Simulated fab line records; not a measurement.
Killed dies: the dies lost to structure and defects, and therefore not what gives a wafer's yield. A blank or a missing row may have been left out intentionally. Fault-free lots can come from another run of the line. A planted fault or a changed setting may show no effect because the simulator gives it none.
fab line records -- flow sfq-line
record lots=6, wafers=18, last-day=86
route steps=325 shown M5@205 A5B@209 R5@212
lots that met no fault: taken from a fault-free run of the same line
start-h: the number of hours between the record's first day and the start of the first shown wafer of the lot -- wait-h: time in hours since the lot's previous step -- " the same as in the row above -- L1.1+2: one row covering several wafers at once -- - either no value or no given start -- * or withheld: withheld -- < > ~ a bound
route shown NAME@n: names a module that has steps shown in the file, with the first one's number in the route -- usual: mean/standard deviation of fault-free wafers -- same: alike in all rows -- chamber/n: place in a boat -- sites: per-site readings -- _std_site: standard deviation of those values -- _edge_site: outer sites' mean less inner sites' -- radius-mm: for every site, how far away it sits from the centre of the wafer -- mask NAME#n: copy n -- behind: tool/chamber where the wafer was last shaped -- hold: cause of the lot's hold/its duration in hours/its outcome -- device: names the non-switching transistor (n, p or np) -- end of line: at the end of the route, the tests of the same wafers -- for a step that has no rows: nothing shown but its recipe -- killed: dies that structure and defects cost at the first sort, which is not the same as the wafer's yield -- map: a wafer's dies, x killed, . not, _ none there
set.NAME: the setting that was run; set.NAME@STEP: the one run at that earlier step -- model.NAME: the simulator's own value behind a step, which no gauge read
lots at selected steps of the route; one table per step, one row per wafer
services: the hour from which a tool's chamber was out of use, counted from the record's first day as start-h (under 0 if before that day), plus the number of hours and why
## steps
# step SFQ_TRILAYER_M5_BARC_OPEN_METAL_ETCH_161
# recipe mask-material=PR, chemistry=O2, target-depth-nm=125, target=BARC, icp-w=600, bias-w=80, pressure-mtorr=10, time-s=41.7
# step SFQ_TRILAYER_M5_ETCH_METAL_ETCH_126
# recipe target=Nb, stop-on=SiO2, mask-material=PR, over-etch-frac=0.15, time-s=203.2, chemistry=Cl2/BCl3, target-depth-nm=265, icp-w=600, bias-w=80, pressure-mtorr=10
# usual drypump-motor-current-A=5.51/0.26, oes-product-au=0.727/0.0069
# same over-etch-frac=0.15
lot.wafer,tool,chamber,start-h,wait-h,drypump-motor-current-A,oes-product-au,rf-hours-counter-h
L780.1,rie-metal-01,0,1249.73,0.0,5.45,0.733,93
L780.5,rie-metal-01,1,1249.73,0.0,5.57,0.737,-
L780.6,rie-metal-01,0,1249.73,0.0,5.46,0.732,-
L781.1,rie-metal-02,0,1255.91,0.0,5.23,0.718,64
L781.3,rie-metal-02,0,1255.91,0.0,5.21,0.733,-
L781.6,rie-metal-02,1,1255.91,0.0,5.83,0.735,-
L784.2,rie-metal-01,1,1417.14,0.0,5.60,0.724,73
L784.5,rie-metal-01,1,1417.14,0.0,5.61,0.723,-
L784.6,rie-metal-01,0,1417.14,0.0,5.43,0.724,-
L787.1,rie-metal-03,1,1458.10,0.0,5.80,0.736,58
L787.3,rie-metal-03,1,1458.10,0.0,5.79,0.725,-
L787.5,rie-metal-03,0,1458.10,0.0,5.16,0.725,-
L790.1,rie-metal-02,0,1619.30,0.0,5.23,0.730,107
L790.3,rie-metal-02,1,1619.30,0.0,5.83,0.718,-
L790.5,rie-metal-02,0,1619.30,0.0,5.23,0.729,-
L791.3,rie-metal-03,1,1636.94,0.1,5.81,0.730,-
L791.4,rie-metal-03,0,1636.94,0.1,5.19,0.725,-
L791.6,rie-metal-03,1,1636.94,0.1,5.80,0.735,-
# step SFQ_TRILAYER_M5_STRIP_STRIP_127
# recipe gas=O2, power-w=200, platen-temp-c=40, overash-fraction=0.65, chemistry=O2, pressure-mtorr=50
# usual drypump-motor-current-A=5.50/0.27, oes-product-au=1.001/0.0081
lot.wafer,tool,chamber,start-h,wait-h,drypump-motor-current-A,oes-product-au,rf-hours-counter-h
L780.1,rie-metal-01,0,1249.93,0.1,5.37,0.994,94
L780.5,rie-metal-01,1,1249.93,0.1,5.58,1.002,-
L780.6,rie-metal-01,0,1249.93,0.1,5.41,0.995,-
L781.1,rie-metal-02,0,1256.10,0.1,5.21,0.993,64
L781.3,rie-metal-02,0,1256.10,0.1,5.21,1.002,-
L781.6,rie-metal-02,1,1256.10,0.1,5.82,1.008,-
L784.2,rie-metal-01,1,1417.34,0.1,5.57,1.000,73
L784.5,rie-metal-01,1,1417.34,0.1,5.56,1.002,-
L784.6,rie-metal-01,0,1417.34,0.1,5.38,0.997,-
L787.1,rie-metal-03,1,1458.30,0.1,5.80,1.013,59
L787.3,rie-metal-03,1,1458.30,0.1,5.81,1.007,-
L787.5,rie-metal-03,0,1458.30,0.1,5.17,1.008,-
L790.1,rie-metal-02,0,1619.50,0.1,5.21,0.997,107
L790.3,rie-metal-02,1,1619.50,0.1,5.82,0.997,-
L790.5,rie-metal-02,0,1619.50,0.1,5.22,0.998,-
L791.3,rie-metal-03,1,1637.27,0.3,5.82,1.014,-
L791.4,rie-metal-03,0,1637.27,0.3,5.19,1.017,-
L791.6,rie-metal-03,1,1637.27,0.3,5.81,0.998,-
# step SFQ_TRILAYER_M5_STRIP_SOLV_CLEAN_128
# recipe chemistry=NMP, temp-c=70, time-s=600
# step SFQ_TRILAYER_A5B_DEP_PECVD_129
# recipe material=SiO2, temp-c=150, time-s=133.33, pressure-torr=2.4, rf-w=183.3, precursor=SiH4/N2O, target-thk-nm=600
# step SFQ_TRILAYER_A5B_CMP_CMP_130
# recipe stop-on=Nb, down-force-psi=3, platen-rpm=60, target-thk-nm=340.7
# step SFQ_TRILAYER_A5B_METRO_MEASURE_131
# step SFQ_TRILAYER_R5_DEP_SPUTTER_132
# recipe material=Ti, base-pressure-pa=1.33e-06, target-thk-nm=5, power-w=2000, time-s=5, chamber-pressure-pa=0.4
# usual cathode-dc-power-W=2000.0/0.35, throttle-valve-pct=29.2/1.2
lot.wafer,tool,chamber,start-h,wait-h,cathode-dc-power-W,throttle-valve-pct
L780.1,pvd-sputter-04,-,1266.35,1.0,2000.3,29.1
L780.5,pvd-sputter-04,-,1266.35,1.0,2000.6,30.2
L780.6,pvd-sputter-04,-,1266.35,1.0,2000.2,27.4
L781.1,pvd-sputter-05,-,1272.35,1.0,2000.2,28.3
L781.3,pvd-sputter-05,-,1272.35,1.0,2000.4,30.3
L781.6,pvd-sputter-05,-,1272.35,1.0,2000.0,28.1
L784.2,pvd-sputter-04,-,1422.92,0.8,2000.6,28.7
L784.5,pvd-sputter-04,-,1422.92,0.8,2000.3,28.3
L784.6,pvd-sputter-04,-,1422.92,0.8,2000.1,27.5
L787.1,pvd-sputter-03,-,1463.36,1.0,2000.2,29.3
L787.3,pvd-sputter-03,-,1463.36,1.0,1999.8,32.1
L787.5,pvd-sputter-03,-,1463.36,1.0,1999.8,28.4
L790.1,pvd-sputter-05,-,1625.10,1.0,2000.3,29.9
L790.3,pvd-sputter-05,-,1625.10,1.0,1999.8,28.0
L790.5,pvd-sputter-05,-,1625.10,1.0,1999.5,28.2
L791.3,pvd-sputter-03,-,1642.14,0.6,2000.6,28.4
L791.4,pvd-sputter-03,-,1642.14,0.6,1999.6,29.6
L791.6,pvd-sputter-03,-,1642.14,0.6,1999.7,29.4
# step SFQ_TRILAYER_R5_DEP_SPUTTER_133
# recipe material=MoNx, base-pressure-pa=1.33e-06, target-thk-nm=40, power-w=1000, time-s=66.7, chamber-pressure-pa=0.4
# step SFQ_TRILAYER_R5_DEP_SPUTTER_134
# recipe material=Ti, base-pressure-pa=1.33e-06, target-thk-nm=5, power-w=2000, time-s=5, chamber-pressure-pa=0.4
# usual cathode-dc-power-W=2000.0/0.36, throttle-valve-pct=29.2/1.2
lot.wafer,tool,chamber,start-h,wait-h,cathode-dc-power-W,throttle-valve-pct
L780.1,pvd-sputter-04,-,1266.42,0.0,1999.9,29.1
L780.5,pvd-sputter-04,-,1266.42,0.0,2000.3,29.8
L780.6,pvd-sputter-04,-,1266.42,0.0,2000.2,27.5
L781.1,pvd-sputter-05,-,1272.42,0.0,1999.6,28.3
L781.3,pvd-sputter-05,-,1272.42,0.0,2000.1,30.1
L781.6,pvd-sputter-05,-,1272.42,0.0,1999.8,28.2
L784.2,pvd-sputter-04,-,1423.00,0.0,2000.4,28.9
L784.5,pvd-sputter-04,-,1423.00,0.0,1999.8,28.5
L784.6,pvd-sputter-04,-,1423.00,0.0,1999.9,27.6
L787.1,pvd-sputter-03,-,1463.44,0.0,1999.8,29.2
L787.3,pvd-sputter-03,-,1463.44,0.0,1999.8,32.0
L787.5,pvd-sputter-03,-,1463.44,0.0,2000.1,28.6
L790.1,pvd-sputter-05,-,1625.17,0.0,1999.8,30.3
L790.3,pvd-sputter-05,-,1625.17,0.0,2000.1,28.1
L790.5,pvd-sputter-05,-,1625.17,0.0,2000.1,28.1
L791.3,pvd-sputter-03,-,1642.21,0.0,1999.7,28.4
L791.4,pvd-sputter-03,-,1642.21,0.0,2000.1,29.1
L791.6,pvd-sputter-03,-,1642.21,0.0,2000.4,29.7
# step SFQ_R5_RS_MEAS_933
# recipe thk-meas-gauge=four-point-probe, reads=Ti_of_TRILAYER_R5_DEP_SPUTTER_134+MoNx_of_TRILAYER_R5_DEP_SPUTTER_133+Ti_of_TRILAYER_R5_DEP_SPUTTER_132
# usual R5_MONX_RS=7.02/0.085
lot.wafer,tool,chamber,start-h,wait-h,R5_MONX_RS[ohm/sq]
L780.1,film-metro-04,-,1266.44,0.0,7.06
L780.5,film-metro-04,-,1266.44,0.0,7.13
L780.6,film-metro-04,-,1266.44,0.0,7.08
L781.1,film-metro-04,-,1272.44,0.0,7.18
L781.3,film-metro-04,-,1272.44,0.0,7.16
L781.6,film-metro-04,-,1272.44,0.0,7.22
L784.2,film-metro-04,-,1423.04,0.0,6.98
L784.5,film-metro-04,-,1423.04,0.0,6.98
L784.6,film-metro-04,-,1423.04,0.0,6.96
L787.1,film-metro-03,-,1463.46,0.0,7.03
L787.3,film-metro-03,-,1463.46,0.0,6.98
L787.5,film-metro-03,-,1463.46,0.0,6.96
L790.1,film-metro-03,-,1625.19,0.0,6.96
L790.3,film-metro-03,-,1625.19,0.0,6.96
L790.5,film-metro-03,-,1625.19,0.0,6.94
L791.3,film-metro-04,-,1642.27,0.0,7.01
L791.4,film-metro-04,-,1642.27,0.0,7.00
L791.6,film-metro-04,-,1642.27,0.0,7.02
# step SFQ_R5_THK_MEAS_934
# recipe thk-meas-gauge=xrf, reads=MoNx_of_TRILAYER_R5_DEP_SPUTTER_133
# usual R5_MONX_THK=39.6/0.48
lot.wafer,tool,chamber,start-h,wait-h,R5_MONX_THK[nm]
L780.1,film-metro-04,-,1266.56,0.1,39.3
L780.5,film-metro-04,-,1266.56,0.1,39.0
L780.6,film-metro-04,-,1266.56,0.1,39.3
L781.1,film-metro-04,-,1272.56,0.1,38.6
L781.3,film-metro-04,-,1272.56,0.1,38.9
L781.6,film-metro-04,-,1272.56,0.1,38.5
L784.2,film-metro-04,-,1423.15,0.1,39.5
L784.5,film-metro-04,-,1423.15,0.1,39.7
L784.6,film-metro-04,-,1423.15,0.1,39.6
L787.1,film-metro-03,-,1463.58,0.1,39.0
L787.3,film-metro-03,-,1463.58,0.1,39.8
L787.5,film-metro-03,-,1463.58,0.1,39.8
L790.1,film-metro-03,-,1625.31,0.1,39.4
L790.3,film-metro-03,-,1625.31,0.1,39.8
L790.5,film-metro-03,-,1625.31,0.1,39.8
L791.3,film-metro-04,-,1642.37,0.1,40.0
L791.4,film-metro-04,-,1642.37,0.1,39.9
L791.6,film-metro-04,-,1642.37,0.1,39.8
# step SFQ_TRILAYER_R5_LITHO_COAT_141
# recipe resist=BARC, spin-rpm=3000, resist-thk-nm=62
# usual spin-speed-rpm=2999.8/1.9
lot.wafer,tool,chamber,start-h,wait-h,spin-speed-rpm,model.BARC_of_TRILAYER_R5_LITHO_COAT_141.thk-nm
L780.1,litho-track-04,0,1266.62,0.1,2949.4,62.34
L780.5,litho-track-04,0,1266.62,0.1,2953.5,62.47
L780.6,litho-track-04,0,1266.62,0.1,2950.4,62.48
L781.1,litho-track-04,0,1272.62,0.1,2951.9,62.45
L781.3,litho-track-04,0,1272.62,0.1,2952.0,62.35
L781.6,litho-track-04,0,1272.62,0.1,2953.6,62.52
L784.2,litho-track-02,0,1423.25,0.1,2998.7,62.08
L784.5,litho-track-02,0,1423.25,0.1,3000.8,61.86
L784.6,litho-track-02,0,1423.25,0.1,3000.2,61.88
L787.1,litho-track-01,0,1463.64,0.1,2998.9,61.99
L787.3,litho-track-01,0,1463.64,0.1,3000.6,61.96
L787.5,litho-track-01,0,1463.64,0.1,3001.6,61.91
L790.1,litho-track-01,0,1625.37,0.1,2997.4,62.09
L790.3,litho-track-01,0,1625.37,0.1,3001.5,62.06
L790.5,litho-track-01,0,1625.37,0.1,2998.5,61.99
L791.3,litho-track-04,0,1642.51,0.1,3000.4,61.93
L791.4,litho-track-04,0,1642.51,0.1,3002.3,62
L791.6,litho-track-04,0,1642.51,0.1,2999.8,61.87
# step SFQ_TRILAYER_R5_LITHO_COAT_136
# recipe resist=KrF, spin-rpm=3000, resist-thk-nm=600
# step SFQ_TRILAYER_R5_LITHO_SOFTBAKE_140
# recipe temp-c=withheld, time-s=withheld, resist=KrF
# step SFQ_TRILAYER_R5_LITHO_EXPOSE_137
# recipe mask-id=R5, na=0.6, source-shape=conventional, sigma-outer=0.65, target-cd-nm=500, dose-mj=14.4
# step SFQ_TRILAYER_R5_LITHO_PEB_139
# recipe peb-temp-c=115, peb-time-s=60, resist=KrF
# step SFQ_TRILAYER_R5_LITHO_DEVELOP_138
# recipe time-s=60, resist=KrF
# step SFQ_R5_OVL_MEAS_935
# usual R5_OVL=2/5.6
lot.wafer,tool,chamber,start-h,wait-h,R5_OVL[nm]
L780.1,overlay-01,-,1407.83,0.1,-1
L780.5,overlay-01,-,1407.83,0.1,-1
L780.6,overlay-01,-,1407.83,0.1,-6
L781.1,overlay-01,-,1409.15,0.1,9
L781.3,overlay-01,-,1409.15,0.1,7
L781.6,overlay-01,-,1409.15,0.1,0
L784.2,overlay-01,-,1559.00,0.1,2
L784.5,overlay-01,-,1559.00,0.1,10
L784.6,overlay-01,-,1559.00,0.1,2
L787.1,overlay-01,-,1597.39,0.1,8
L787.3,overlay-01,-,1597.39,0.1,9
L787.5,overlay-01,-,1597.39,0.1,7
L790.1,overlay-01,-,1630.00,0.1,-5
L790.3,overlay-01,-,1630.00,0.1,0
L790.5,overlay-01,-,1630.00,0.1,-3
L791.3,overlay-02,-,1644.80,0.1,-3
L791.4,overlay-02,-,1644.80,0.1,14
L791.6,overlay-02,-,1644.80,0.1,4
# step SFQ_TRILAYER_R5_BARC_OPEN_METAL_ETCH_177
# recipe mask-material=PR, chemistry=O2, target-depth-nm=125, target=BARC, icp-w=600, bias-w=80, pressure-mtorr=10, time-s=41.7
# usual drypump-motor-current-A=5.52/0.21, oes-product-au=0.685/0.0044
lot.wafer,tool,chamber,start-h,wait-h,drypump-motor-current-A,oes-product-au,rf-hours-counter-h,model.etch.depth-nm
L780.1,rie-metal-01,1,1407.86,0.0,5.63,0.688,71,62.34
L780.5,rie-metal-01,0,1407.86,0.0,5.41,0.692,-,62.47
L780.6,rie-metal-01,1,1407.86,0.0,5.60,0.687,-,62.48
L781.1,rie-metal-02,1,1409.19,0.0,5.84,0.693,64,62.45
L781.3,rie-metal-02,1,1409.19,0.0,5.84,0.689,-,62.35
L781.6,rie-metal-02,0,1409.19,0.0,5.21,0.682,-,62.52
L784.2,rie-metal-02,0,1559.03,0.0,5.22,0.682,100,62.08
L784.5,rie-metal-02,0,1559.03,0.0,5.22,0.675,-,61.86
L784.6,rie-metal-02,1,1559.03,0.0,5.81,0.688,-,61.88
L787.1,rie-metal-04,0,1597.43,0.0,5.60,0.684,35,61.99
L787.3,rie-metal-04,0,1597.43,0.0,5.59,0.677,-,61.96
L787.5,rie-metal-04,1,1597.43,0.0,5.57,0.685,-,61.91
L790.1,rie-metal-01,0,1630.03,0.0,5.39,0.691,12,62.09
L790.3,rie-metal-01,0,1630.03,0.0,5.41,0.686,-,62.06
L790.5,rie-metal-01,1,1630.03,0.0,5.57,0.691,-,61.99
L791.3,rie-metal-04,1,1644.84,0.0,5.55,0.691,-,61.93
L791.4,rie-metal-04,0,1644.84,0.0,5.59,0.683,-,62
L791.6,rie-metal-04,1,1644.84,0.0,5.54,0.682,-,61.87
# step SFQ_TRILAYER_R5_ETCH_METAL_ETCH_139
# recipe stop-on=SiO2, mask-material=PR, chemistry=Cl2, target-depth-nm=60, icp-w=600, bias-w=80, pressure-mtorr=10, time-s=40
# usual drypump-motor-current-A=5.52/0.21, oes-product-au=0.989/0.0052
lot.wafer,tool,chamber,start-h,wait-h,drypump-motor-current-A,oes-product-au,rf-hours-counter-h
L780.1,rie-metal-01,1,1407.92,0.0,5.57,1.000,71
L780.5,rie-metal-01,0,1407.92,0.0,5.39,0.987,-
L780.6,rie-metal-01,1,1407.92,0.0,5.59,0.989,-
L781.1,rie-metal-02,1,1409.25,0.0,5.82,0.987,65
L781.3,rie-metal-02,1,1409.25,0.0,5.81,0.991,-
L781.6,rie-metal-02,0,1409.25,0.0,5.21,0.991,-
L784.2,rie-metal-02,0,1559.09,0.0,5.21,0.995,100
L784.5,rie-metal-02,0,1559.09,0.0,5.20,0.981,-
L784.6,rie-metal-02,1,1559.09,0.0,5.83,0.991,-
L787.1,rie-metal-04,0,1597.49,0.0,5.56,0.988,35
L787.3,rie-metal-04,0,1597.49,0.0,5.57,0.992,-
L787.5,rie-metal-04,1,1597.49,0.0,5.55,0.985,-
L790.1,rie-metal-01,0,1630.09,0.0,5.39,0.990,12
L790.3,rie-metal-01,0,1630.09,0.0,5.42,0.995,-
L790.5,rie-metal-01,1,1630.09,0.0,5.59,0.996,-
L791.3,rie-metal-04,1,1644.90,0.0,5.55,0.987,-
L791.4,rie-metal-04,0,1644.90,0.0,5.60,0.987,-
L791.6,rie-metal-04,1,1644.90,0.0,5.56,0.986,-
## services
tool,chamber,start-h,hours,kind
pvd-sputter-04,-,1228.59,1.2,repair
pvd-sputter-03,-,1236.18,5.1,repair
rie-metal-04,-,1272.89,1.6,repair
rie-metal-04,-,1274.75,0.5,repair
rie-metal-02,-,1298.99,0.2,repair
rie-metal-04,1,1353.84,7.7,repair
rie-metal-02,0,1361.22,2.4,repair
rie-metal-02,1,1387.53,2.1,repair
pvd-sputter-05,-,1431.64,4.4,repair
pvd-sputter-03,-,1439.10,5.4,repair
rie-metal-04,-,1443.15,2.8,pm
rie-metal-01,1,1464.32,3.7,repair
rie-metal-02,0,1476.11,10.8,repair
rie-metal-03,-,1493.70,1.4,pm
rie-metal-01,0,1498.16,-,clean
rie-metal-01,0,1498.16,-,consumable-replace:focus-ring
pvd-sputter-05,-,1501.61,1.0,repair
rie-metal-04,0,1512.28,4.7,repair
pvd-sputter-04,-,1521.82,3.0,repair
rie-metal-04,-,1539.41,4.0,pm
rie-metal-02,-,1576.83,2.8,pm
pvd-sputter-03,-,1590.11,1.1,repair
pvd-sputter-03,-,1596.74,5.2,repair
rie-metal-03,-,1598.56,2.8,pm
## key
first-sign step=SFQ_TRILAYER_R5_LITHO_COAT_141, reading=spin-speed-rpm, direction=down, sigmas=25, usual=2999.8, struck=2951.8
effect none on later readings
model-effect step=SFQ_TRILAYER_R5_LITHO_COAT_141, value=BARC_of_TRILAYER_R5_LITHO_COAT_141.thk-nm, without=61.93, struck=62.43
model-effect step=SFQ_TRILAYER_R5_BARC_OPEN_METAL_ETCH_177, value=etch.depth-nm, without=61.93, struck=62.43
met-at SFQ_TRILAYER_R5_LITHO_COAT_141
struck-wafers L780.1,L780.5,L780.6,L781.1,L781.3,L781.6
fault kind=process-parameter-drift, tool=litho-track-04, chamber=-, onset-h=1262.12, steps=SFQ_TRILAYER_R5_LITHO_COAT_141, channel=spin-rpm, offset=-48.471, shape=step, end-h=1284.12, acts-in=these-recipes-only, stated=3000
